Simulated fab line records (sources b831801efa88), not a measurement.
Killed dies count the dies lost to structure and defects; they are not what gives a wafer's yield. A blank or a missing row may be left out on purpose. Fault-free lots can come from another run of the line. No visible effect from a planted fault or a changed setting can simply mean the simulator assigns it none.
fab line records	flow sky130
record lots=24	wafers=72	lastDay=50
route steps=708 shown CONTACT@425 VIA2@520 VIA3@587 METAL4@600 VIA4@650
lots that met no fault: taken from a fault-free run of the same line
startH: start of the lot's first displayed wafer, in hours after the record's first day	waitH: hours from the lot's prior step to this one	" repeats the value in the row above	L1.1+2: a row that stands for several wafers	- no value, or no start was given	* or withheld: withheld	< > ~ a bound
route shown NAME@n: NAME is a module with steps in the file, n the number in the route of the first one	usual: mean/standard deviation of fault-free wafers	same: alike in all rows	chamber/n: place in a boat	sites: readings site by site	_std_site: their standard deviation	_edge_site: mean of outer sites minus mean of inner sites	radiusMm: how far each site lies from the wafer's centre	mask NAME#n: copy n	behind: the tool/chamber that last shaped the wafer	hold: reason for holding the lot/hours on hold/outcome of the hold	device: transistor that didn't switch, given as n, p or np	end of line: the route-end tests of the same wafers	step lacking rows: just its recipe	killed: dies lost to structure and defects at the first sort, not the wafer's yield	map: a wafer's dies, x killed, . not, _ none there
set.NAME: the setting as run; set.NAME@STEP: as run at that earlier step	model.NAME: the simulator's own value behind a step, which no gauge read
route steps across a sampled set of lots; one table per step, one row per wafer
services: the hour from which a tool's chamber was out of use, counted from the record's first day as startH (under 0 if before that day), plus the number of hours and why
## steps
# step SKY_CONTACT_STRIP_19
# recipe chemistry=O2/N2	powerW=1400	pressureMtorr=1500	platenTempC=withheld	o2FlowSccm=3000	n2FlowSccm=300	overashFraction=0.5
# usual drypumpMotorCurrentA=5.54/0.26	oesProductAu=0.380/0.0051	stripTimeToEndpointS=3.613/0.019
lot.wafer	tool	chamber	startH	waitH	drypumpMotorCurrentA	oesProductAu	rfHoursCounterH	stripTimeToEndpointS
L074.1	plasmaAsher-03	1	724.00	-	5.58	0.382	28	3.596
L074.2	"	0	"	"	5.35	0.386	28	3.628
L074.3	"	0	"	"	5.34	0.383	-	3.625
L075.1	plasmaAsher-02	0	742.86	-	5.31	0.385	0	3.610
L075.4	"	0	"	"	5.27	0.380	-	3.621
L075.5	"	1	"	"	5.37	0.376	-	3.603
L076.1	plasmaAsher-01	0	754.37	-	6.07	0.378	62	3.610
L076.3	"	0	"	"	6.07	0.378	-	3.616
L076.4	"	1	"	"	5.85	0.379	-	3.612
L077.1	plasmaAsher-03	0	763.82	-	5.36	0.384	32	3.639
L077.4	"	0	"	"	5.36	0.375	-	3.625
L077.6	"	0	"	"	5.36	0.379	-	3.647
L078.2	plasmaAsher-02	1	767.63	-	5.38	0.380	3	3.581
L078.3	"	1	"	"	5.37	0.383	-	3.612
L078.5	"	1	"	"	5.36	0.377	-	3.565
L079.3	plasmaAsher-01	1	773.23	-	5.88	0.386	-	3.605
L079.4	"	0	"	"	6.06	0.378	-	3.625
L079.5	"	1	"	"	5.86	0.379	-	3.619
L080.2	plasmaAsher-01	1	781.32	-	5.85	0.373	65	3.608
L080.3	"	1	"	"	5.86	0.375	-	3.611
L080.6	"	1	"	"	5.86	0.371	-	3.626
L081.2	plasmaAsher-03	1	789.85	-	5.57	0.383	35	3.611
L081.5	"	0	"	"	5.36	0.381	-	3.608
L081.6	"	1	"	"	5.57	0.382	-	3.607
L082.2	plasmaAsher-02	0	795.63	-	5.28	0.375	5	3.630
L082.3	"	0	"	"	5.30	0.385	-	3.624
L082.6	"	0	"	"	5.29	0.376	-	3.625
L083.3	plasmaAsher-02	1	803.95	-	5.36	0.374	-	3.617
L083.4	"	0	"	"	5.30	0.377	-	3.624
L083.6	"	1	"	"	5.39	0.385	-	3.628
L084.2	plasmaAsher-03	1	821.82	-	5.55	0.379	38	3.622
L084.4	"	1	"	"	5.58	0.375	-	3.643
L084.6	"	1	"	"	5.59	0.381	-	3.594
L085.1	plasmaAsher-02	0	822.17	-	5.31	0.376	8	3.591
L085.2	"	1	"	"	5.36	0.380	8	3.619
L085.5	"	1	"	"	5.37	0.387	-	3.576
L086.2	plasmaAsher-03	0	831.62	-	5.35	0.391	39	3.602
L086.3	"	0	"	"	5.36	0.379	-	3.623
L086.6	"	0	"	"	5.38	0.375	-	3.561
L087.1	plasmaAsher-02	1	838.20	-	5.37	0.381	10	3.585
L087.2	"	0	"	"	5.32	0.379	10	3.633
L087.3	"	0	"	"	5.28	0.379	-	3.637
L088.1	plasmaAsher-02	0	846.83	-	5.33	0.383	11	3.638
L088.4	"	0	"	"	5.31	0.378	-	3.627
L088.5	"	0	"	"	5.33	0.382	-	3.631
L089.1	plasmaAsher-01	1	857.22	-	5.88	0.378	72	3.586
L089.4	"	0	"	"	6.07	0.385	-	3.599
L089.6	"	0	"	"	6.06	0.381	-	3.555
L090.1	plasmaAsher-03	1	861.52	-	5.57	0.376	42	3.609
L090.3	"	0	"	"	5.37	0.391	-	3.615
L090.6	"	1	"	"	5.58	0.378	-	3.627
L091.1	plasmaAsher-03	0	870.48	-	5.34	0.377	43	3.613
L091.3	"	1	"	"	5.55	0.377	-	3.619
L091.4	"	0	"	"	5.36	0.369	-	3.590
L092.1	plasmaAsher-03	0	880.02	-	5.36	0.379	44	3.636
L092.2	"	1	"	"	5.56	0.379	44	3.617
L092.6	"	0	"	"	5.35	0.377	-	3.596
L093.2	plasmaAsher-01	0	881.40	-	6.06	0.383	74	3.620
L093.3	"	1	"	"	5.89	0.380	-	3.601
L093.4	"	0	"	"	6.05	0.382	-	3.602
L094.1	plasmaAsher-01	0	890.53	-	6.06	0.380	75	3.632
L094.3	"	1	"	"	5.86	0.382	-	3.595
L094.6	"	1	"	"	5.85	0.387	-	3.615
L095.1	plasmaAsher-03	0	896.57	-	5.37	0.373	46	3.616
L095.4	"	1	"	"	5.58	0.397	-	3.581
L095.5	"	1	"	"	5.60	0.375	-	3.568
L096.2	plasmaAsher-03	0	901.58	-	5.35	0.381	46	3.620
L096.5	"	1	"	"	5.55	0.377	-	3.624
L096.6	"	0	"	"	5.35	0.379	-	3.583
L097.3	plasmaAsher-02	1	921.33	-	5.35	0.383	-	3.627
L097.4	"	0	"	"	5.30	0.387	-	3.649
L097.5	"	0	"	"	5.30	0.380	-	3.643
# step SKY_VIA2_OVL_MEAS_13
# usual VIA2_OVL=3/5.4
lot.wafer	tool	chamber	startH	waitH	VIA2_OVL[nm]
L074.1	overlay-02	-	838.91	0.1	0
L074.2	"	-	"	"	8
L074.3	"	-	"	"	0
L075.1	overlay-02	-	856.06	0.1	8
L075.4	"	-	"	"	3
L075.5	"	-	"	"	4
L076.1	overlay-02	-	869.76	0.1	10
L076.3	"	-	"	"	13
L076.4	"	-	"	"	10
L077.1	overlay-01	-	876.03	0.1	4
L077.4	"	-	"	"	-2
L077.6	"	-	"	"	-1
L078.2	overlay-01	-	881.86	0.1	4
L078.3	"	-	"	"	-4
L078.5	"	-	"	"	4
L079.3	overlay-01	-	885.59	0.1	3
L079.4	"	-	"	"	3
L079.5	"	-	"	"	7
L080.2	overlay-02	-	891.96	0.1	6
L080.3	"	-	"	"	-7
L080.6	"	-	"	"	3
L081.2	overlay-02	-	900.26	0.1	10
L081.5	"	-	"	"	3
L081.6	"	-	"	"	6
L082.2	overlay-02	-	906.74	0.1	0
L082.3	"	-	"	"	5
L082.6	"	-	"	"	2
L083.3	overlay-02	-	914.24	0.1	10
L083.4	"	-	"	"	16
L083.6	"	-	"	"	7
L084.2	overlay-02	-	930.89	0.1	5
L084.4	"	-	"	"	-1
L084.6	"	-	"	"	4
L085.1	overlay-02	-	932.11	0.1	0
L085.2	"	-	"	"	-7
L085.5	"	-	"	"	-2
L086.2	overlay-01	-	939.46	0.1	4
L086.3	"	-	"	"	6
L086.6	"	-	"	"	7
L087.1	overlay-02	-	946.31	0.1	7
L087.2	"	-	"	"	-1
L087.3	"	-	"	"	13
L088.1	overlay-02	-	952.61	0.1	7
L088.4	"	-	"	"	4
L088.5	"	-	"	"	1
L089.1	overlay-01	-	965.23	0.1	3
L089.4	"	-	"	"	-2
L089.6	"	-	"	"	-4
L090.1	overlay-01	-	968.26	0.1	-1
L090.3	"	-	"	"	-4
L090.6	"	-	"	"	4
L091.1	overlay-01	-	976.98	0.1	8
L091.3	"	-	"	"	3
L091.4	"	-	"	"	12
L092.1	overlay-02	-	982.95	0.1	1
L092.2	"	-	"	"	-3
L092.6	"	-	"	"	2
L093.2	overlay-02	-	985.91	0.1	12
L093.3	"	-	"	"	4
L093.4	"	-	"	"	14
L094.1	overlay-02	-	995.21	0.1	9
L094.3	"	-	"	"	4
L094.6	"	-	"	"	7
L095.1	overlay-01	-	998.96	0.1	10
L095.4	"	-	"	"	3
L095.5	"	-	"	"	7
L096.2	overlay-01	-	1003.11	0.1	5
L096.5	"	-	"	"	-5
L096.6	"	-	"	"	1
L097.3	overlay-01	-	1023.51	0.1	1
L097.4	"	-	"	"	-6
L097.5	"	-	"	"	-1
# step SKY_VIA3_ETCH_14
# recipe chemistry=N2/H2	target=BARC	ionEnergyEv=200	sourceW=500	biasW=100	pressureMtorr=30	n2FlowSccm=100	h2FlowSccm=200	stopOn=SiO2	timeS=45.9	targetDepthA=600
# usual drypumpMotorCurrentA=5.9/0.5	h2FlowSccm=199.9/0.6	oesProductAu=0.854/0.0045	throttleValvePct=13.224/0.0098
lot.wafer	tool	chamber	startH	waitH	drypumpMotorCurrentA	h2FlowSccm	oesProductAu	rfHoursCounterH	throttleValvePct
L074.1	rieDiel-01	0	920.52	0.0	5.7	199.8	0.852	16	13.219
L074.2	"	3	"	"	5.8	200.3	0.847	13	13.214
L074.3	"	1	"	"	5.7	198.7	0.854	18	13.208
L075.1	rieDiel-01	3	935.57	0.0	5.8	200.4	0.857	14	13.191
L075.4	"	3	"	"	5.8	199.8	0.851	-	13.238
L075.5	"	1	"	"	5.7	199.9	0.858	-	13.241
L076.1	rieDiel-04	1	950.17	0.0	5.1	200.2	0.867	18	13.230
L076.3	"	2	"	"	6.5	199.7	0.861	16	13.213
L076.4	"	3	"	"	6.1	199.6	0.859	3	13.216
L077.1	rieDiel-04	1	954.63	0.0	5.1	200.2	0.852	18	13.223
L077.4	"	0	"	"	6.1	199.9	0.857	18	13.228
L077.6	"	0	"	"	6.1	199.5	0.853	-	13.234
L078.2	rieDiel-03	1	961.39	0.0	5.3	200.6	0.858	11	13.219
L078.3	"	3	"	"	6.7	200.2	0.857	20	13.228
L078.5	"	2	"	"	5.0	200.1	0.856	-	13.220
L079.3	rieDiel-01	3	964.02	0.0	5.8	199.2	0.858	15	13.232
L079.4	"	2	"	"	6.5	199.8	0.856	6	13.212
L079.5	"	3	"	"	5.8	199.4	0.852	-	13.208
L080.2	rieDiel-01	1	970.28	0.0	5.7	200.3	0.850	20	13.235
L080.3	"	2	"	"	6.6	201.6	0.857	7	13.215
L080.6	"	3	"	"	5.8	199.3	0.861	-	13.236
L081.2	rieDiel-04	0	977.37	0.0	6.0	200.0	0.858	18	13.225
L081.5	"	1	"	"	5.1	199.7	0.862	-	13.219
L081.6	"	2	"	"	6.5	199.9	0.858	-	13.236
L082.2	rieDiel-03	3	982.97	0.0	6.7	199.5	0.852	21	13.218
L082.3	"	2	"	"	5.0	200.2	0.854	14	13.242
L082.6	"	3	"	"	6.7	199.2	0.854	-	13.216
L083.3	rieDiel-03	3	991.12	0.0	6.7	200.8	0.857	21	13.232
L083.4	"	0	"	"	5.6	200.3	0.852	21	13.217
L083.6	"	3	"	"	6.7	201.0	0.853	-	13.231
L084.2	rieDiel-01	3	1006.87	0.0	5.8	200.6	0.859	17	13.227
L084.4	"	2	"	"	6.6	199.4	0.846	8	13.226
L084.6	"	2	"	"	6.6	199.3	0.855	-	13.218
L085.1	rieDiel-04	3	1007.57	0.0	6.1	200.0	0.850	5	13.232
L085.2	"	2	"	"	6.5	200.2	0.862	18	13.210
L085.5	"	3	"	"	6.1	200.6	0.854	-	13.220
L086.2	rieDiel-03	3	1015.07	0.0	6.7	199.7	0.855	22	13.231
L086.3	"	1	"	"	5.3	199.7	0.854	12	13.213
L086.6	"	1	"	"	5.3	199.5	0.864	-	13.210
L087.1	rieDiel-04	1	1021.52	0.0	5.1	200.7	0.850	20	13.225
L087.2	"	0	"	"	6.1	199.8	0.852	20	13.230
L087.3	"	3	"	"	6.0	199.7	0.852	5	13.216
L088.1	rieDiel-01	3	1027.09	0.0	5.8	200.8	0.856	17	13.223
L088.4	"	0	"	"	5.7	200.6	0.849	20	13.212
L088.5	"	1	"	"	5.7	199.1	0.853	-	13.240
L089.1	rieDiel-04	2	1038.44	0.0	6.5	199.6	0.854	19	13.226
L089.4	"	0	"	"	6.1	198.5	0.843	20	13.239
L089.6	"	1	"	"	5.1	199.9	0.863	-	13.213
L090.1	rieDiel-03	0	1041.87	0.0	5.6	200.0	0.854	23	13.219
L090.3	"	2	"	"	5.1	198.5	0.850	16	13.249
L090.6	"	0	"	"	5.6	198.9	0.865	-	13.213
L091.1	rieDiel-01	2	1050.89	0.0	6.5	200.4	0.858	9	13.227
L091.3	"	0	"	"	5.7	200.0	0.848	20	13.238
L091.4	"	1	"	"	5.7	199.8	0.855	22	13.228
L092.1	rieDiel-04	2	1054.77	0.0	6.5	200.5	0.862	20	13.216
L092.2	"	0	"	"	6.1	199.3	0.865	21	13.238
L092.6	"	3	"	"	6.1	200.1	0.855	-	13.233
L093.2	rieDiel-04	3	1058.57	0.0	6.0	200.1	0.856	7	13.204
L093.3	"	0	"	"	6.1	199.4	0.850	21	13.209
L093.4	"	2	"	"	6.5	200.8	0.859	20	13.221
L094.1	rieDiel-01	3	1067.78	0.0	5.8	201.4	0.851	18	13.232
L094.3	"	1	"	"	5.7	200.2	0.857	23	13.226
L094.6	"	0	"	"	5.7	200.1	0.852	-	13.213
L095.1	rieDiel-01	2	1070.03	0.0	6.5	199.2	0.850	10	13.238
L095.4	"	0	"	"	5.7	200.3	0.853	21	13.222
L095.5	"	1	"	"	5.6	199.7	0.856	-	13.224
L096.2	rieDiel-03	0	1073.57	0.0	5.6	200.2	0.855	24	13.231
L096.5	"	0	"	"	5.6	200.4	0.852	-	13.229
L096.6	"	3	"	"	6.7	199.7	0.851	-	13.232
L097.3	rieDiel-01	1	1092.99	0.0	5.7	201.0	0.848	24	13.229
L097.4	"	3	"	"	5.8	199.5	0.850	18	13.224
L097.5	"	3	"	"	5.8	200.2	0.855	-	13.234
# step SKY_METAL4_SPUTTER_02
# recipe material=AlCu	targetThkNm=735	powerW=10600	timeS=39.1	chamberPressurePa=0.4
# usual throttleValvePct=29.6/1.2
lot.wafer	tool	chamber	startH	waitH	throttleValvePct
L074.1	pvdSputter-01	-	921.93	0.0	29.3
L074.2	"	-	"	"	29.9
L074.3	"	-	"	"	29.8
L075.1	pvdSputter-01	-	936.97	0.0	29.6
L075.4	"	-	"	"	29.9
L075.5	"	-	"	"	29.9
L076.1	pvdSputter-02	-	951.57	0.0	26.5
L076.3	"	-	"	"	31.0
L076.4	"	-	"	"	28.7
L077.1	pvdSputter-02	-	956.16	0.0	31.2
L077.4	"	-	"	"	30.0
L077.6	"	-	"	"	26.3
L078.2	pvdSputter-01	-	962.81	0.0	29.2
L078.3	"	-	"	"	29.8
L078.5	"	-	"	"	30.0
L079.3	pvdSputter-04	-	965.63	0.0	28.7
L079.4	"	-	"	"	29.3
L079.5	"	-	"	"	30.9
L080.2	pvdSputter-01	-	971.69	0.0	30.4
L080.3	"	-	"	"	29.8
L080.6	"	-	"	"	29.5
L081.2	pvdSputter-02	-	978.77	0.0	28.8
L081.5	"	-	"	"	26.3
L081.6	"	-	"	"	31.0
L082.2	pvdSputter-04	-	984.58	0.0	31.0
L082.3	"	-	"	"	30.2
L082.6	"	-	"	"	30.1
L083.3	pvdSputter-01	-	992.57	0.0	29.3
L083.4	"	-	"	"	30.0
L083.6	"	-	"	"	29.6
L084.2	pvdSputter-02	-	1008.32	0.0	26.3
L084.4	"	-	"	"	28.3
L084.6	"	-	"	"	31.6
L085.1	pvdSputter-02	-	1009.02	0.0	26.6
L085.2	"	-	"	"	31.1
L085.5	"	-	"	"	31.3
L086.2	pvdSputter-01	-	1016.48	0.0	29.9
L086.3	"	-	"	"	30.0
L086.6	"	-	"	"	29.6
L087.1	pvdSputter-01	-	1022.96	0.0	29.3
L087.2	"	-	"	"	30.3
L087.3	"	-	"	"	30.0
L088.1	pvdSputter-01	-	1028.49	0.0	30.4
L088.4	"	-	"	"	30.0
L088.5	"	-	"	"	30.2
L089.1	pvdSputter-02	-	1039.84	0.0	31.5
L089.4	"	-	"	"	30.2
L089.6	"	-	"	"	30.0
L090.1	pvdSputter-04	-	1044.03	0.0	30.1
L090.3	"	-	"	"	29.0
L090.6	"	-	"	"	30.1
L091.1	pvdSputter-02	-	1052.71	0.0	31.2
L091.3	"	-	"	"	29.9
L091.4	"	-	"	"	28.4
L092.1	pvdSputter-04	-	1056.17	0.0	29.3
L092.2	"	-	"	"	28.9
L092.6	"	-	"	"	29.0
L093.2	pvdSputter-04	-	1059.98	0.0	30.0
L093.3	"	-	"	"	30.8
L093.4	"	-	"	"	29.3
L094.1	pvdSputter-04	-	1069.20	0.0	30.9
L094.3	"	-	"	"	28.7
L094.6	"	-	"	"	29.4
L095.1	pvdSputter-02	-	1071.44	0.0	30.0
L095.4	"	-	"	"	31.4
L095.5	"	-	"	"	31.5
L096.2	pvdSputter-04	-	1075.03	0.0	29.4
L096.5	"	-	"	"	30.3
L096.6	"	-	"	"	31.0
L097.3	pvdSputter-04	-	1094.43	0.0	31.0
L097.4	"	-	"	"	29.0
L097.5	"	-	"	"	30.2
# step SKY_VIA4_OVL_MEAS_11
# usual VIA4_OVL=0.2/1.7
lot.wafer	tool	chamber	startH	waitH	VIA4_OVL[nm]
L074.1	overlay-01	-	995.69	0.1	0.0
L074.2	"	-	"	"	-0.8
L074.3	"	-	"	"	-0.2
L075.1	overlay-02	-	1011.36	0.1	2.5
L075.4	"	-	"	"	2.7
L075.5	"	-	"	"	1.7
L076.1	overlay-01	-	1024.34	0.1	1.0
L076.3	"	-	"	"	1.5
L076.4	"	-	"	"	-0.9
L077.1	overlay-01	-	1028.51	0.1	-0.3
L077.4	"	-	"	"	-0.1
L077.6	"	-	"	"	-0.1
L078.2	overlay-01	-	1035.59	0.1	0.1
L078.3	"	-	"	"	-2.9
L078.5	"	-	"	"	-1.4
L079.3	overlay-01	-	1037.39	0.1	4.4
L079.4	"	-	"	"	2.3
L079.5	"	-	"	"	3.7
L080.2	overlay-02	-	1042.48	0.1	1.7
L080.3	"	-	"	"	-0.4
L080.6	"	-	"	"	0.4
L081.2	overlay-01	-	1049.27	0.1	0.8
L081.5	"	-	"	"	1.0
L081.6	"	-	"	"	1.6
L082.2	overlay-01	-	1054.14	0.1	1.2
L082.3	"	-	"	"	1.7
L082.6	"	-	"	"	3.0
L083.3	overlay-01	-	1062.27	0.1	0.0
L083.4	"	-	"	"	-0.6
L083.6	"	-	"	"	1.4
L084.2	overlay-02	-	1075.13	0.1	0.2
L084.4	"	-	"	"	3.0
L084.6	"	-	"	"	3.3
L085.1	overlay-01	-	1076.49	0.1	-1.7
L085.2	"	-	"	"	-1.7
L085.5	"	-	"	"	-2.3
L086.2	overlay-01	-	1083.54	0.1	0.1
L086.3	"	-	"	"	-1.0
L086.6	"	-	"	"	-0.7
L087.1	overlay-02	-	1090.99	0.1	1.1
L087.2	"	-	"	"	1.9
L087.3	"	-	"	"	1.2
L088.1	overlay-02	-	1094.84	0.1	-3.6
L088.4	"	-	"	"	-2.8
L088.5	"	-	"	"	-3.3
L089.1	overlay-02	-	1106.43	0.1	0.9
L089.4	"	-	"	"	-0.1
L089.6	"	-	"	"	0.6
L090.1	overlay-01	-	1108.53	0.1	-2.3
L090.3	"	-	"	"	-1.8
L090.6	"	-	"	"	-3.8
L091.1	overlay-01	-	1117.43	0.1	0.3
L091.3	"	-	"	"	1.9
L091.4	"	-	"	"	2.0
L092.1	overlay-01	-	1120.09	0.1	-1.6
L092.2	"	-	"	"	-2.0
L092.6	"	-	"	"	-1.4
L093.2	overlay-02	-	1124.88	0.1	1.5
L093.3	"	-	"	"	1.7
L093.4	"	-	"	"	2.2
L094.1	overlay-02	-	1131.39	0.1	-1.0
L094.3	"	-	"	"	-0.7
L094.6	"	-	"	"	-0.6
L095.1	overlay-01	-	1134.36	0.1	-0.6
L095.4	"	-	"	"	0.0
L095.5	"	-	"	"	-0.8
L096.2	overlay-02	-	1137.53	0.1	0.2
L096.5	"	-	"	"	-1.0
L096.6	"	-	"	"	0.1
L097.3	overlay-02	-	1153.94	0.1	0.6
L097.4	"	-	"	"	1.8
L097.5	"	-	"	"	0.5
# step SKY_VIA4_ETCH_12
# recipe target=SiO2	chemistry=C4F8/O2/Ar	stopOn=TiN	maskMaterial=NOVOLAK	sourceW=1500	biasW=1200	pressureMtorr=40	c4f8FlowSccm=withheld	O2_flow_sccm=6	Ar_flow_sccm=300	timeS=withheld	targetDepthA=5800
# usual oesProductAu=0.925/0.0046
lot.wafer	tool	chamber	startH	waitH	oesProductAu
L074.1	rieDiel-01	3	995.72	0.0	0.920
L074.2	"	0	"	"	0.923
L074.3	"	2	"	"	0.924
L075.1	rieDiel-01	2	1011.40	0.0	0.921
L075.4	"	1	"	"	0.927
L075.5	"	1	"	"	0.922
L076.1	rieDiel-01	1	1024.37	0.0	0.933
L076.3	"	3	"	"	0.928
L076.4	"	2	"	"	0.933
L077.1	rieDiel-02	1	1028.55	0.0	0.922
L077.4	"	2	"	"	0.927
L077.6	"	2	"	"	0.920
L078.2	rieDiel-02	2	1035.62	0.0	0.925
L078.3	"	3	"	"	0.924
L078.5	"	3	"	"	0.924
L079.3	rieDiel-03	0	1037.41	0.0	0.929
L079.4	"	1	"	"	0.926
L079.5	"	0	"	"	0.921
L080.2	rieDiel-03	2	1042.51	0.0	0.924
L080.3	"	1	"	"	0.915
L080.6	"	3	"	"	0.924
L081.2	rieDiel-02	3	1049.30	0.0	0.924
L081.5	"	2	"	"	0.919
L081.6	"	3	"	"	0.925
L082.2	rieDiel-01	1	1054.17	0.0	0.928
L082.3	"	2	"	"	0.928
L082.6	"	2	"	"	0.925
L083.3	rieDiel-03	2	1062.30	0.0	0.916
L083.4	"	0	"	"	0.923
L083.6	"	1	"	"	0.929
L084.2	rieDiel-01	3	1075.16	0.0	0.924
L084.4	"	0	"	"	0.929
L084.6	"	2	"	"	0.925
L085.1	rieDiel-02	0	1076.52	0.0	0.927
L085.2	"	2	"	"	0.926
L085.5	"	0	"	"	0.923
L086.2	rieDiel-02	1	1083.57	0.0	0.928
L086.3	"	2	"	"	0.929
L086.6	"	1	"	"	0.919
L087.1	rieDiel-03	3	1091.02	0.0	0.922
L087.2	"	1	"	"	0.926
L087.3	"	2	"	"	0.926
L088.1	rieDiel-02	3	1094.87	0.0	0.926
L088.4	"	1	"	"	0.929
L088.5	"	3	"	"	0.928
L089.1	rieDiel-02	0	1106.46	0.0	0.927
L089.4	"	2	"	"	0.931
L089.6	"	3	"	"	0.925
L090.1	rieDiel-01	0	1108.56	0.0	0.919
L090.3	"	1	"	"	0.924
L090.6	"	2	"	"	0.919
L091.1	rieDiel-01	3	1117.46	0.0	0.923
L091.3	"	2	"	"	0.920
L091.4	"	1	"	"	0.925
L092.1	rieDiel-03	0	1120.13	0.0	0.928
L092.2	"	1	"	"	0.931
L092.6	"	0	"	"	0.936
L093.2	rieDiel-03	2	1124.91	0.0	0.928
L093.3	"	1	"	"	0.927
L093.4	"	0	"	"	0.922
L094.1	rieDiel-03	2	1131.43	0.0	0.932
L094.3	"	3	"	"	0.934
L094.6	"	1	"	"	0.922
L095.1	rieDiel-03	1	1134.40	0.0	0.927
L095.4	"	1	"	"	0.936
L095.5	"	0	"	"	0.927
L096.2	rieDiel-01	1	1137.56	0.0	0.927
L096.5	"	1	"	"	0.926
L096.6	"	3	"	"	0.928
L097.3	rieDiel-03	1	1153.96	0.0	0.922
L097.4	"	1	"	"	0.923
L097.5	"	2	"	"	0.925
## services
tool	chamber	startH	hours	kind
rieDiel-04	3	702.76	6.3	repair
plasmaAsher-02	-	707.89	0.5	repair
pvdSputter-04	-	723.35	2.1	repair
rieDiel-04	3	732.80	3.7	repair
plasmaAsher-02	-	733.75	9.0	pm
rieDiel-04	2	736.99	19.0	repair
pvdSputter-02	-	738.18	6.3	repair
pvdSputter-01	-	740.09	3.8	repair
rieDiel-01	1	740.14	8.4	repair
pvdSputter-02	-	742.22	2.6	repair
rieDiel-04	0	754.58	4.4	repair
plasmaAsher-03	-	783.51	2.8	pm
rieDiel-01	2	932.57	23.1	repair
rieDiel-03	3	971.54	7.7	repair
rieDiel-03	1	1005.82	1.8	repair
rieDiel-01	-	1030.84	14.6	pm
rieDiel-03	3	1030.95	9.2	repair
rieDiel-03	-	1033.61	2.8	pm
rieDiel-01	3	1053.66	13.8	repair
rieDiel-03	-	1061.16	0.3	repair
rieDiel-01	-	1119.57	15.6	pm
rieDiel-03	3	1133.01	26.6	repair
rieDiel-01	0	1135.19	5.6	repair
rieDiel-03	2	1144.55	3.7	repair
## key
fault none
